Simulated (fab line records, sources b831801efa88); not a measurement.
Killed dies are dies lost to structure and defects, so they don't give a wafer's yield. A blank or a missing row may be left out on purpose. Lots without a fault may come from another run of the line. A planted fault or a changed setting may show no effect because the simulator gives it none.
Which tool did it? | flow gf180mcu | 24 lots, 72 wafers sampled, at 4 steps of a route of 602

WHAT THE GAUGES READ, wafer by wafer
GF_V3_BOW_MEAS_05. Usual: V3_BOW 118 um, standard deviation 8.
lot  | measured     | on            | V3_BOW (um) | flag
L074 | day 21 12:07 | film_metro-03 | 125 119 115 |
L075 | day 21 17:29 | film_metro-01 | 115 112 115 |
L076 | day 22 11:32 | film_metro-04 | 117 113 115 |
L077 | day 22 18:39 | film_metro-01 | 100 124 107 |
L078 | day 23 09:42 | film_metro-03 | 127 119 122 |
L079 | day 23 05:58 | film_metro-03 | 109 110 116 |
L080 | day 23 17:29 | film_metro-03 | 115 120 113 |
L081 | day 24 02:07 | film_metro-01 | 112 118 119 |
L082 | day 24 13:29 | film_metro-03 | 118 114 124 |
L083 | day 24 20:15 | film_metro-04 | 126 131 123 |
L084 | day 25 04:07 | film_metro-04 | 114 119 127 |
L085 | day 25 11:25 | film_metro-03 | 116 138 126 |
L086 | day 25 17:13 | film_metro-04 | 117 121 110 |
L087 | day 25 22:51 | film_metro-04 | 119 117 108 |
L088 | day 26 05:25 | film_metro-04 | 102 98 116  |
L089 | day 26 12:56 | film_metro-03 | 137 125 128 |
L090 | day 26 23:10 | film_metro-03 | 120 128 125 |
L091 | day 27 05:56 | film_metro-03 | 123 106 118 |
L092 | day 27 12:14 | film_metro-03 | 106 118 121 |
L093 | day 27 16:10 | film_metro-04 | 109 115 115 |
L094 | day 28 00:32 | film_metro-03 | 112 117 114 |
L095 | day 28 09:07 | film_metro-04 | 134 119 121 |
L096 | day 28 13:55 | film_metro-03 | 115 114 123 |
L097 | day 28 23:32 | film_metro-04 | 132 124 135 |

WHICH TOOL RAN EACH LOT (tool, then ch and the chambers of the sampled wafers, then the start)
lot  | GF_STI_STRIP_15                     | GF_DNWELL_STRIP_08                  | GF_V2_SPUTTER_22
L074 | plasma_asher-01 ch 1, day 2 04:16   | plasma_asher-01 ch 0, day 2 21:37   | pvd_sputter-02, day 20 08:55
L075 | plasma_asher-01 ch 0,1, day 2 06:49 | plasma_asher-02 ch 0,1, day 2 23:52 | pvd_sputter-02, day 20 14:34
L076 | plasma_asher-04 ch 0,1, day 2 13:48 | plasma_asher-01 ch 0,1, day 3 07:52 | pvd_sputter-02, day 21 08:54
L077 | plasma_asher-02 ch 0,1, day 2 18:13 | plasma_asher-03 ch 1, day 3 12:13   | pvd_sputter-02, day 21 16:38
L078 | plasma_asher-04 ch 0,1, day 2 21:58 | plasma_asher-03 ch 0,1, day 3 14:56 | pvd_sputter-04, day 22 07:51
L079 | plasma_asher-02 ch 0,1, day 3 03:23 | plasma_asher-02 ch 0,1, day 3 20:40 | pvd_sputter-04, day 22 04:07
L080 | plasma_asher-01 ch 0,1, day 3 08:58 | plasma_asher-03 ch 0,1, day 4 02:31 | pvd_sputter-01, day 22 15:50
L081 | plasma_asher-02 ch 0,1, day 3 13:28 | plasma_asher-01 ch 0,1, day 4 07:01 | pvd_sputter-04, day 23 00:57
L082 | plasma_asher-02 ch 0,1, day 3 18:58 | plasma_asher-03 ch 0,1, day 4 13:10 | pvd_sputter-04, day 23 13:17
L083 | plasma_asher-01 ch 1, day 3 23:49   | plasma_asher-02 ch 1, day 4 17:16   | pvd_sputter-01, day 23 19:47
L084 | plasma_asher-01 ch 0,1, day 4 05:04 | plasma_asher-02 ch 0,1, day 5 00:35 | pvd_sputter-01, day 24 03:40
L085 | plasma_asher-04 ch 0,1, day 4 11:34 | plasma_asher-02 ch 0,1, day 5 06:01 | pvd_sputter-02, day 24 10:52
L086 | plasma_asher-01 ch 0,1, day 4 15:19 | plasma_asher-02 ch 1, day 5 09:53   | pvd_sputter-04, day 24 17:55
L087 | plasma_asher-02 ch 0,1, day 4 19:17 | plasma_asher-03 ch 0,1, day 5 16:01 | pvd_sputter-02, day 24 23:26
L088 | plasma_asher-02 ch 0,1, day 5 02:46 | plasma_asher-02 ch 0,1, day 5 21:49 | pvd_sputter-04, day 25 06:05
L089 | plasma_asher-01 ch 0,1, day 5 06:28 | plasma_asher-03 ch 0,1, day 6 02:09 | pvd_sputter-02, day 25 13:56
L090 | plasma_asher-02 ch 0,1, day 5 12:10 | plasma_asher-02 ch 0,1, day 6 07:53 | pvd_sputter-02, day 25 23:47
L091 | plasma_asher-01 ch 0,1, day 5 18:10 | plasma_asher-02 ch 0,1, day 6 13:16 | pvd_sputter-01, day 26 08:37
L092 | plasma_asher-01 ch 0,1, day 5 22:41 | plasma_asher-02 ch 1, day 6 17:37   | pvd_sputter-04, day 26 13:49
L093 | plasma_asher-02 ch 0,1, day 6 02:46 | plasma_asher-03 ch 0,1, day 6 22:46 | pvd_sputter-04, day 26 18:04
L094 | plasma_asher-02 ch 0,1, day 6 08:31 | plasma_asher-01 ch 0,1, day 7 05:11 | pvd_sputter-04, day 27 01:56
L095 | plasma_asher-04 ch 0,1, day 6 13:25 | plasma_asher-01 ch 0,1, day 7 08:38 | pvd_sputter-02, day 27 11:35
L096 | plasma_asher-04 ch 0,1, day 6 18:26 | plasma_asher-01 ch 0,1, day 7 14:12 | pvd_sputter-02, day 27 16:00
L097 | plasma_asher-04 ch 0,1, day 7 00:49 | plasma_asher-02 ch 0,1, day 7 22:01 | pvd_sputter-04, day 28 01:44
- GF_STI_STRIP_15: strips in O2/N2.
- GF_DNWELL_STRIP_08: strips in O2/N2.
- GF_V2_SPUTTER_22: material TiN, target thk 10 nm, time 40 s.

WHAT THE TOOLS THEMSELVES READ (means of the sampled wafers that have a number; where no wafer has one, the mark that the record gives instead)
GF_STI_STRIP_15. Usual: drypump_motor_current_A 5.6 A, standard deviation 0.4; heater_power_w 321 W, standard deviation 38; oes_product_au 0.383 a.u., standard deviation 0.0048; strip_time_to_endpoint_s 3.71 s, standard deviation 0.044.
lot  | tool            | drypump_motor_current_A (A) | heater_power_w (W) | oes_product_au (a.u.) | strip_time_to_endpoint_s (s) | flag
L074 | plasma_asher-01 | 6.2                         | 290                | 0.384                 | 3.68                         |
L075 | plasma_asher-01 | 5.9                         | 352                | 0.380                 | 3.67                         |
L076 | plasma_asher-04 | 5.4                         | 282                | 0.382                 | 3.72                         |
L077 | plasma_asher-02 | 5.2                         | 314                | 0.384                 | 3.74                         |
L078 | plasma_asher-04 | 5.4                         | 296                | 0.387                 | 3.73                         |
L079 | plasma_asher-02 | 5.2                         | 312                | 0.384                 | 3.71                         |
L080 | plasma_asher-01 | 5.9                         | 353                | 0.379                 | 3.66                         |
L081 | plasma_asher-02 | 5.4                         | 334                | 0.386                 | 3.75                         |
L082 | plasma_asher-02 | 5.4                         | 331                | 0.379                 | 3.70                         |
L083 | plasma_asher-01 | 6.2                         | 286                | 0.382                 | 3.71                         |
L084 | plasma_asher-01 | 6.0                         | 322                | 0.385                 | 3.68                         |
L085 | plasma_asher-04 | 5.4                         | 288                | 0.383                 | 3.70                         |
L086 | plasma_asher-01 | 5.9                         | 352                | 0.384                 | 3.72                         |
L087 | plasma_asher-02 | 5.4                         | 330                | 0.373                 | 3.64                         |
L088 | plasma_asher-02 | 5.2                         | 315                | 0.381                 | 3.66                         |
L089 | plasma_asher-01 | 6.0                         | 323                | 0.385                 | 3.73                         |
L090 | plasma_asher-02 | 5.4                         | 327                | 0.380                 | 3.70                         |
L091 | plasma_asher-01 | 5.9                         | 352                | 0.384                 | 3.71                         |
L092 | plasma_asher-01 | 6.0                         | 321                | 0.386                 | 3.76                         |
L093 | plasma_asher-02 | 5.1                         | 317                | 0.387                 | 3.71                         |
L094 | plasma_asher-02 | 5.4                         | 327                | 0.380                 | 3.65                         |
L095 | plasma_asher-04 | 5.4                         | 307                | 0.380                 | 3.72                         |
L096 | plasma_asher-04 | 5.4                         | 290                | 0.381                 | 3.75                         |
L097 | plasma_asher-04 | 5.4                         | 288                | 0.381                 | 3.72                         |

GF_DNWELL_STRIP_08. Usual: drypump_motor_current_A 5.5 A, standard deviation 0.4; heater_power_w 318 W, standard deviation 34; oes_product_au 0.722 a.u., standard deviation 0.0042; strip_time_to_endpoint_s 36.93 s, standard deviation 0.098.
lot  | tool            | drypump_motor_current_A (A) | heater_power_w (W) | oes_product_au (a.u.) | strip_time_to_endpoint_s (s) | flag
L074 | plasma_asher-01 | 5.8                         | 386                | 0.726                 | 36.90                        |
L075 | plasma_asher-02 | 5.2                         | 317                | 0.722                 | 36.96                        |
L076 | plasma_asher-01 | 6.0                         | 321                | 0.721                 | 36.88                        |
L077 | plasma_asher-03 | 5.8                         | 288                | 0.724                 | 36.99                        |
L078 | plasma_asher-03 | 5.6                         | 289                | 0.723                 | 36.85                        |
L079 | plasma_asher-02 | 5.4                         | 332                | 0.721                 | 36.82                        |
L080 | plasma_asher-03 | 5.4                         | 298                | 0.723                 | 37.00                        |
L081 | plasma_asher-01 | 5.9                         | 354                | 0.725                 | 36.80                        |
L082 | plasma_asher-03 | 5.4                         | 293                | 0.723                 | 36.82                        |
L083 | plasma_asher-02 | 5.0                         | 305                | 0.722                 | 36.98                        |
L084 | plasma_asher-02 | 5.2                         | 318                | 0.721                 | 37.06                        |
L085 | plasma_asher-02 | 5.2                         | 318                | 0.721                 | 36.88                        |
L086 | plasma_asher-02 | 5.0                         | 297                | 0.719                 | 36.87                        |
L087 | plasma_asher-03 | 5.7                         | 290                | 0.721                 | 36.94                        |
L088 | plasma_asher-02 | 5.4                         | 325                | 0.719                 | 36.97                        |
L089 | plasma_asher-03 | 5.6                         | 291                | 0.722                 | 36.96                        |
L090 | plasma_asher-02 | 5.2                         | 313                | 0.721                 | 37.10                        |
L091 | plasma_asher-02 | 5.2                         | 317                | 0.720                 | 36.83                        |
L092 | plasma_asher-02 | 5.0                         | 298                | 0.723                 | 36.84                        |
L093 | plasma_asher-03 | 5.6                         | 296                | 0.721                 | 36.96                        |
L094 | plasma_asher-01 | 5.9                         | 355                | 0.720                 | 36.86                        |
L095 | plasma_asher-01 | 6.0                         | 327                | 0.723                 | 36.97                        |
L096 | plasma_asher-01 | 5.9                         | 353                | 0.725                 | 36.94                        |
L097 | plasma_asher-02 | 5.2                         | 308                | 0.723                 | 37.00                        |

GF_V2_SPUTTER_22. Usual: cathode_dc_power_W 4000.1 W, standard deviation 0.7; throttle_valve_pct 30.2 %, standard deviation 1.3.
lot  | tool           | cathode_dc_power_W (W) | throttle_valve_pct (%) | flag
L074 | pvd_sputter-02 | 4000.4                 | 30.1                   |
L075 | pvd_sputter-02 | 3999.5                 | 30.2                   |
L076 | pvd_sputter-02 | 4000.7                 | 29.9                   |
L077 | pvd_sputter-02 | 3999.9                 | 29.4                   |
L078 | pvd_sputter-04 | 3999.6                 | 30.5                   |
L079 | pvd_sputter-04 | 3999.5                 | 30.5                   |
L080 | pvd_sputter-01 | 4000.3                 | 30.9                   |
L081 | pvd_sputter-04 | 4000.6                 | 30.5                   |
L082 | pvd_sputter-04 | 3999.8                 | 31.4                   |
L083 | pvd_sputter-01 | 4000.4                 | 29.8                   |
L084 | pvd_sputter-01 | 4000.7                 | 30.3                   |
L085 | pvd_sputter-02 | 4000.1                 | 30.1                   |
L086 | pvd_sputter-04 | 4000.4                 | 30.9                   |
L087 | pvd_sputter-02 | 3999.8                 | 30.1                   |
L088 | pvd_sputter-04 | 3999.9                 | 30.9                   |
L089 | pvd_sputter-02 | 3999.9                 | 29.9                   |
L090 | pvd_sputter-02 | 3999.6                 | 30.2                   |
L091 | pvd_sputter-01 | 3999.2                 | 30.5                   |
L092 | pvd_sputter-04 | 4000.3                 | 30.0                   |
L093 | pvd_sputter-04 | 4000.3                 | 30.6                   |
L094 | pvd_sputter-04 | 4000.1                 | 31.2                   |
L095 | pvd_sputter-02 | 3999.8                 | 30.0                   |
L096 | pvd_sputter-02 | 3999.5                 | 29.3                   |
L097 | pvd_sputter-04 | 3999.6                 | 29.7                   |

THE ANSWER, worked out from the rows above alone
Rule: a lot is off if the mean of its wafers that have a number lies more than 3 standard deviations from the usual mean. A lot without any number at a reading at which 4 lots or more have one is off too. The other lots that the step has rows for count as sound. The gauges are gone through in route order, then the tools' own readings, and for those a lot's mean is taken as printed above. The first step at which some lot is off is used, and at that step the reading that is off furthest; a lot without a number counts as furthest.
No lot is off at any reading shown: from this, nothing can be told.

WHAT THE SIMULATOR HAD PUT IN
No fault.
